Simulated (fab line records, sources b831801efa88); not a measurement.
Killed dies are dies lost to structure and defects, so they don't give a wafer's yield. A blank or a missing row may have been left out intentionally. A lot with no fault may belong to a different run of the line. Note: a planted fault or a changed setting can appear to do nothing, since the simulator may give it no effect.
2 desks looking at one fault	flow sky130	numbers are kept per desk, each desk with only its own; the story behind them comes last

## METROLOGY DESK
Means of the sampled wafers that have a number, per lot and without regard to the tool the lot ran on: this is what the gauges read. A lot is out of limits, marked OUT, if its mean lies more than 4 standard deviations from the usual mean; the brackets give that distance.
Columns: A = LOCAL_INTERCONNECT_TIN_THK at SKY_LOCAL_INTERCONNECT_THK_MEAS_02, usual 101.9 nm
lot	first seen here	A
L941	day 28 19:56	101.6
L942	day 29 15:58	102.4
L943	day 30 10:51	100.2
L944	day 30 18:54	100.6
L946	day 31 06:13	101.0
L953	day 33 14:36	104.2
L954	day 33 19:13	102.4
L955	day 33 20:28	100.7
L956	day 34 07:53	101.5
L957	day 34 12:16	103.2
L959	day 36 01:26	104.6
L961	day 36 09:01	103.1
L962	day 36 09:46	102.3
L960	day 36 13:13	101.1
This desk found nothing out of limits on any of the 14 lots.

## TOOL OWNER'S DESK, litho_track-03
The tool's own readings at SKY_CONTACT_SOFTBAKE_10 (time 90 s): means of the sampled wafers that have a number, for each lot that ran on this tool. A lot is out of limits, marked OUT, if its mean lies more than 4 standard deviations from the usual mean; the brackets give that distance.
Columns: A = heater_power_total_W at SKY_CONTACT_SOFTBAKE_10, usual 57.37 W; B = run_length_s at SKY_CONTACT_SOFTBAKE_10, usual 119.0 s
lot	first seen here	A	B
L941	day 30 15:00	57.42	118.7
L942	day 31 10:00	57.36	118.9
L943	day 32 05:00	71.03 (+99 or more) OUT	75.4 (-99 or more) OUT
L944	day 32 13:00	71.17 (+99 or more) OUT	75.5 (-99 or more) OUT
L955	day 35 13:00	57.41	118.8
L956	day 35 23:00	57.32	118.7
L957	day 36 05:00	57.39	118.9
L959	day 37 17:00	57.39	118.7
L961	day 38 01:00	57.39	118.8
L962	day 38 02:00	57.36	118.8
This desk's verdict: out of limits on L943, L944, starting with L943 at day 32 05:00 (heater_power_total_W at SKY_CONTACT_SOFTBAKE_10). Within limits: L941, L942, L955, L956, L957, L959, L961, L962.

## TAKEN TOGETHER
The tool owner's desk could have raised an alarm at day 32 05:00, on L943, L944.
At the metrology desk, nothing out of limits was observed.
The metrology desk has L943, L944 on record, within its limits.
SKY_CONTACT_SOFTBAKE_10 was run on litho_track-03 by each of the lots named.

## WHAT THE SIMULATOR PUT IN
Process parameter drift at SKY_CONTACT_SOFTBAKE_10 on litho_track-03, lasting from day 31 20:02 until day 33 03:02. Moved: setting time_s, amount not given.
Lots struck among those shown: L943, L944.
How many hours passed from the start of the fault until each desk's first out-of-limits reading: the tool owner's desk, 9.
